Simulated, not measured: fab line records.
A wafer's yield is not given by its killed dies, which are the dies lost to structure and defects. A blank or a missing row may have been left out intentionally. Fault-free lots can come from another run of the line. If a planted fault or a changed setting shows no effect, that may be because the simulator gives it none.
Chamber matching :: flow gf180mcu :: 4 sister chambers for GF_V3_ETCH_16 on rie-diel-03
The step etches BARC in N2/H2. 8 wafers are shown with their chamber, then 10 later ones without.

WAFERS WITH THEIR CHAMBER
wafer: L080.2
chamber: 0
drypump-motor-current-A (A): 5.65
rf-fwd-power-W (W): 491.3

wafer: L083.1
chamber: 0
drypump-motor-current-A (A): 5.66
rf-fwd-power-W (W): 491.1

wafer: L085.2
chamber: 3
drypump-motor-current-A (A): 5.96
rf-fwd-power-W (W): 494.9

wafer: L085.4
chamber: 1
drypump-motor-current-A (A): 5.39
rf-fwd-power-W (W): 494.9

wafer: L088.2
chamber: 1
drypump-motor-current-A (A): 5.33
rf-fwd-power-W (W): 492.6

wafer: L088.4
chamber: 2
drypump-motor-current-A (A): 6.01
rf-fwd-power-W (W): 493.0

wafer: L091.1
chamber: 3
drypump-motor-current-A (A): 5.98
rf-fwd-power-W (W): 492.2

wafer: L091.4
chamber: 2
drypump-motor-current-A (A): 6.02
rf-fwd-power-W (W): 495.9

WAFERS WITHOUT THEIR CHAMBER
wafer: L091.6
drypump-motor-current-A (A): 5.94
rf-fwd-power-W (W): 493.2

wafer: L092.2
drypump-motor-current-A (A): 5.94
rf-fwd-power-W (W): 494.0

wafer: L092.4
drypump-motor-current-A (A): 5.97
rf-fwd-power-W (W): 492.3

wafer: L092.5
drypump-motor-current-A (A): 5.66
rf-fwd-power-W (W): 492.0

wafer: L093.1
drypump-motor-current-A (A): 6.04
rf-fwd-power-W (W): 496.7

wafer: L093.2
drypump-motor-current-A (A): 5.63
rf-fwd-power-W (W): 490.3

wafer: L093.5
drypump-motor-current-A (A): 5.64
rf-fwd-power-W (W): 489.6

wafer: L096.1
drypump-motor-current-A (A): 5.65
rf-fwd-power-W (W): 491.1

wafer: L096.5
drypump-motor-current-A (A): 6.03
rf-fwd-power-W (W): 493.9

wafer: L096.6
drypump-motor-current-A (A): 5.94
rf-fwd-power-W (W): 496.7

WHICH CHAMBER EACH ONE RAN IN
wafer: L091.6
from the rows above: 3
in truth: 3

wafer: L092.2
from the rows above: can't be placed: 3 or 2
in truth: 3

wafer: L092.4
from the rows above: can't be placed: 3 or 2
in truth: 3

wafer: L092.5
from the rows above: 0
in truth: 0

wafer: L093.1
from the rows above: can't be placed: 2 or 3
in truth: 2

wafer: L093.2
from the rows above: 0
in truth: 0

wafer: L093.5
from the rows above: 0
in truth: 0

wafer: L096.1
from the rows above: 0
in truth: 0

wafer: L096.5
from the rows above: can't be placed: 2 or 3
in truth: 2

wafer: L096.6
from the rows above: can't be placed: 3 or 2
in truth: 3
5 of 10 placed correctly. Can't be placed from these rows: 5 (the true chamber is among the candidates in 5). 0 placed wrongly.
How it was worked out, from the rows above alone: a wafer's distance from a chamber is the root of the sum, over the readings, of the square of ((its reading less the chamber's mean) divided by the reading's scatter). The wafer belongs to the nearest chamber; if the next one is less than 2 further off, it can't be placed. Each chamber's mean is taken over the wafers shown for it. How the scatter is found: for the shown wafers, subtract from each reading the mean of its chamber, square and add these, divide the total by (wafers less chambers), then take the root.
